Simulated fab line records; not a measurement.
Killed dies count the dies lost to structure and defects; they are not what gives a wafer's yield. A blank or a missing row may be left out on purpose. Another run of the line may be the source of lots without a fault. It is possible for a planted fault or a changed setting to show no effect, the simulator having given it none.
Which tool is to blame? / flow gf180mcu / 39 wafers from 13 lots sampled at 5 of the route's 602 steps

## WHAT THE GAUGES SHOWED, per wafer
GF_STI_THK_MEAS_02.
lot=L918; measured=day 1 12:16; on=film_metro-01; STI_OXIDATION_THK (nm)=9.86 9.63 9.76
lot=L919; measured=day 1 16:32; on=film_metro-02; STI_OXIDATION_THK (nm)=10.12 9.85 9.99
lot=L921; measured=day 2 03:44; on=film_metro-02; STI_OXIDATION_THK (nm)=10.12 9.99 9.92
lot=L922; measured=day 2 07:31; on=film_metro-02; STI_OXIDATION_THK (nm)=10.08 9.98 9.94
lot=L923; measured=day 2 13:04; on=film_metro-01; STI_OXIDATION_THK (nm)=9.78 9.92 9.86
lot=L924; measured=day 2 17:32; on=film_metro-01; STI_OXIDATION_THK (nm)=9.98 9.81 9.91
lot=L927; measured=day 3 08:43; on=film_metro-01; STI_OXIDATION_THK (nm)=9.74 9.84 9.83
lot=L931; measured=day 4 05:22; on=film_metro-02; STI_OXIDATION_THK (nm)=10.08 10.15 10.04
lot=L932; measured=day 4 09:31; on=film_metro-02; STI_OXIDATION_THK (nm)=10.10 10.20 9.95
lot=L933; measured=day 4 14:35; on=film_metro-01; STI_OXIDATION_THK (nm)=9.82 9.98 9.91
lot=L936; measured=day 5 05:31; on=film_metro-02; STI_OXIDATION_THK (nm)=10.25 10.34 10.19
lot=L938; measured=day 5 15:31; on=film_metro-03; STI_OXIDATION_THK (nm)=10.16 10.08 10.11
lot=L939; measured=day 5 20:31; on=film_metro-02; STI_OXIDATION_THK (nm)=10.29 10.13 10.43

GF_STI_THK_MEAS_24.
lot=L918; measured=day 2 04:54; on=film_metro-01; STI_CVD_23_THK (nm)=654 665 652
lot=L919; measured=day 2 10:23; on=film_metro-02; STI_CVD_23_THK (nm)=642 641 645
lot=L921; measured=day 2 19:15; on=film_metro-01; STI_CVD_23_THK (nm)=653 650 651
lot=L922; measured=day 3 00:15; on=film_metro-01; STI_CVD_23_THK (nm)=643 644 644
lot=L923; measured=day 3 08:20; on=film_metro-01; STI_CVD_23_THK (nm)=651 657 651
lot=L924; measured=day 3 09:29; on=film_metro-02; STI_CVD_23_THK (nm)=650 651 654
lot=L927; measured=day 4 04:11; on=film_metro-02; STI_CVD_23_THK (nm)=650 648 647
lot=L931; measured=day 4 23:02; on=film_metro-03; STI_CVD_23_THK (nm)=644 640 651
lot=L932; measured=day 5 03:43; on=film_metro-01; STI_CVD_23_THK (nm)=658 942 653
lot=L933; measured=day 5 08:30; on=film_metro-02; STI_CVD_23_THK (nm)=652 646 646
lot=L936; measured=day 5 23:35; on=film_metro-03; STI_CVD_23_THK (nm)=639 653 947
lot=L938; measured=day 6 09:56; on=film_metro-02; STI_CVD_23_THK (nm)=642 649 645
lot=L939; measured=day 6 15:49; on=film_metro-02; STI_CVD_23_THK (nm)=655 647 658

GF_STI_THK_MEAS_30.
lot=L918; measured=day 2 07:15; on=film_metro-01; STI_OXIDATION_02_THK (nm)=9.53 9.70 9.53
lot=L919; measured=day 2 13:37; on=film_metro-02; STI_OXIDATION_02_THK (nm)=10.06 9.94 9.89
lot=L921; measured=day 2 21:35; on=film_metro-02; STI_OXIDATION_02_THK (nm)=10.01 10.05 10.19
lot=L922; measured=day 3 04:14; on=film_metro-01; STI_OXIDATION_02_THK (nm)=10.31 10.39 10.31
lot=L923; measured=day 3 10:41; on=film_metro-02; STI_OXIDATION_02_THK (nm)=10.02 10.01 9.99
lot=L924; measured=day 3 11:50; on=film_metro-01; STI_OXIDATION_02_THK (nm)=10.51 10.46 10.52
lot=L927; measured=day 4 07:00; on=film_metro-01; STI_OXIDATION_02_THK (nm)=10.41 10.35 10.33
lot=L931; measured=day 5 01:55; on=film_metro-01; STI_OXIDATION_02_THK (nm)=9.82 9.66 9.81
lot=L932; measured=day 5 06:38; on=film_metro-03; STI_OXIDATION_02_THK (nm)=9.89 9.93 9.79
lot=L933; measured=day 5 12:34; on=film_metro-03; STI_OXIDATION_02_THK (nm)=10.30 10.25 10.13
lot=L936; measured=day 6 02:47; on=film_metro-01; STI_OXIDATION_02_THK (nm)=10.14 10.16 10.17
lot=L938; measured=day 6 13:10; on=film_metro-01; STI_OXIDATION_02_THK (nm)=10.02 9.88 9.86
lot=L939; measured=day 6 18:17; on=film_metro-02; STI_OXIDATION_02_THK (nm)=9.85 9.75 9.84

## WHAT TOOL EACH LOT RAN ON (gives the tool, then ch and the chambers of the sampled wafers, and finally the start)
lot=L918; GF_STI_CVD_23=hdpcvd-01 ch 0,1,2, day 2 04:50; GF_STI_CMP_25=cmp-01 ch 0,1, day 2 04:58
lot=L919; GF_STI_CVD_23=hdpcvd-01 ch 0,1, day 2 10:17; GF_STI_CMP_25=cmp-02 ch 0,1, day 2 10:25
lot=L921; GF_STI_CVD_23=hdpcvd-01 ch 0,1,2, day 2 19:10; GF_STI_CMP_25=cmp-02 ch 0,2,3, day 2 19:22
lot=L922; GF_STI_CVD_23=hdpcvd-01 ch 1,2, day 3 00:11; GF_STI_CMP_25=cmp-02 ch 0,1,3, day 3 00:22
lot=L923; GF_STI_CVD_23=hdpcvd-01 ch 1,2, day 3 08:16; GF_STI_CMP_25=cmp-02 ch 2,3, day 3 08:24
lot=L924; GF_STI_CVD_23=hdpcvd-01 ch 0,1,2, day 3 09:23; GF_STI_CMP_25=cmp-02 ch 1,2,3, day 3 09:31
lot=L927; GF_STI_CVD_23=hdpcvd-01 ch 0,1, day 4 04:02; GF_STI_CMP_25=cmp-02 ch 1,2, day 4 04:43
lot=L931; GF_STI_CVD_23=hdpcvd-01 ch 0,2, day 4 22:57; GF_STI_CMP_25=cmp-02 ch 0,2,3, day 4 23:05
lot=L932; GF_STI_CVD_23=hdpcvd-01 ch 0,1,2, day 5 03:38; GF_STI_CMP_25=cmp-02 ch 0,2, day 5 03:50
lot=L933; GF_STI_CVD_23=hdpcvd-02 ch 1,2, day 5 08:26; GF_STI_CMP_25=cmp-02 ch 1,2,3, day 5 08:40
lot=L936; GF_STI_CVD_23=hdpcvd-01 ch 0,1, day 5 23:30; GF_STI_CMP_25=cmp-01 ch 1,2,3, day 5 23:44
lot=L938; GF_STI_CVD_23=hdpcvd-02 ch 0,1,2, day 6 09:52; GF_STI_CMP_25=cmp-01 ch 0,1,2, day 6 10:10
lot=L939; GF_STI_CVD_23=hdpcvd-02 ch 0,1, day 6 15:42; GF_STI_CMP_25=cmp-01 ch 1,2,3, day 6 15:59
- GF_STI_CVD_23: deposits SiO2, target thk 650 nm, time 108.3 s.
- GF_STI_CMP_25: polishes, stops on Si3N4, t overpolish 33 s, target thk 524.6 nm.

## AS READ BY THE TOOLS THEMSELVES (means over the sampled wafers that have a number; for cases with no such wafer, the mark the record gives instead)
GF_STI_CMP_25.
lot=L918; tool=cmp-01; motor_current_A (A)=11.6; time_to_endpoint_s (s)=120
lot=L919; tool=cmp-02; motor_current_A (A)=12.2; time_to_endpoint_s (s)=121
lot=L921; tool=cmp-02; motor_current_A (A)=12.0; time_to_endpoint_s (s)=120
lot=L922; tool=cmp-02; motor_current_A (A)=12.3; time_to_endpoint_s (s)=116
lot=L923; tool=cmp-02; motor_current_A (A)=11.3; time_to_endpoint_s (s)=120
lot=L924; tool=cmp-02; motor_current_A (A)=11.8; time_to_endpoint_s (s)=123
lot=L927; tool=cmp-02; motor_current_A (A)=11.2; time_to_endpoint_s (s)=120
lot=L931; tool=cmp-02; motor_current_A (A)=11.6; time_to_endpoint_s (s)=125
lot=L932; tool=cmp-02; motor_current_A (A)=10.9; time_to_endpoint_s (s)=139
lot=L933; tool=cmp-02; motor_current_A (A)=12.0; time_to_endpoint_s (s)=125
lot=L936; tool=cmp-01; motor_current_A (A)=12.5; time_to_endpoint_s (s)=139
lot=L938; tool=cmp-01; motor_current_A (A)=12.3; time_to_endpoint_s (s)=115
lot=L939; tool=cmp-01; motor_current_A (A)=12.6; time_to_endpoint_s (s)=118

## THE ANSWER, worked out from the rows above alone
Rule: the usual values come from the lots themselves. Put in order of their means at a reading, lots are off if they are a third of the lots or fewer, leave a main group of 4 or more, and stand apart from it by a gap of 3 or more times the standard deviation of the main group's means; of several such gaps the widest counts. A main group is skipped when, at the precision printed for the reading in the tables above, its means are all equal. A lot without any number at a reading at which 4 lots or more have one is off too. All remaining lots with rows at the step are treated as sound. The gauges are gone through in route order, then the tools' own readings, and for those a lot's mean is taken as printed above. The first step at which some lot is off is used, and at that step the reading that is off furthest; a lot without a number counts as furthest.
Off: at GF_STI_THK_MEAS_24 (STI_CVD_23_THK), L932, L936. For the main group the mean is 649 nm and the standard deviation 4.4.
A tool fits if, at a process step before that reading, it ran every lot that is off, and no sound lot after the first of them. The gauges at GF_STI_THK_MEAS_24 aren't tried: what is off there is off at GF_STI_CMP_25 too, on other tools, and a gauge's error can't cause that. One candidate fits, namely hdpcvd-01 at GF_STI_CVD_23. Its last sound lot is L931 (day 4 22:57), its first lot that is off L932 (day 5 03:38): a fault that began between those two fits.

## WHAT THE SIMULATOR HAD PUT IN
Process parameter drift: hdpcvd-01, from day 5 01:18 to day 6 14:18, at GF_STI_CVD_23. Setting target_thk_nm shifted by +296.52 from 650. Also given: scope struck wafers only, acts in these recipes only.
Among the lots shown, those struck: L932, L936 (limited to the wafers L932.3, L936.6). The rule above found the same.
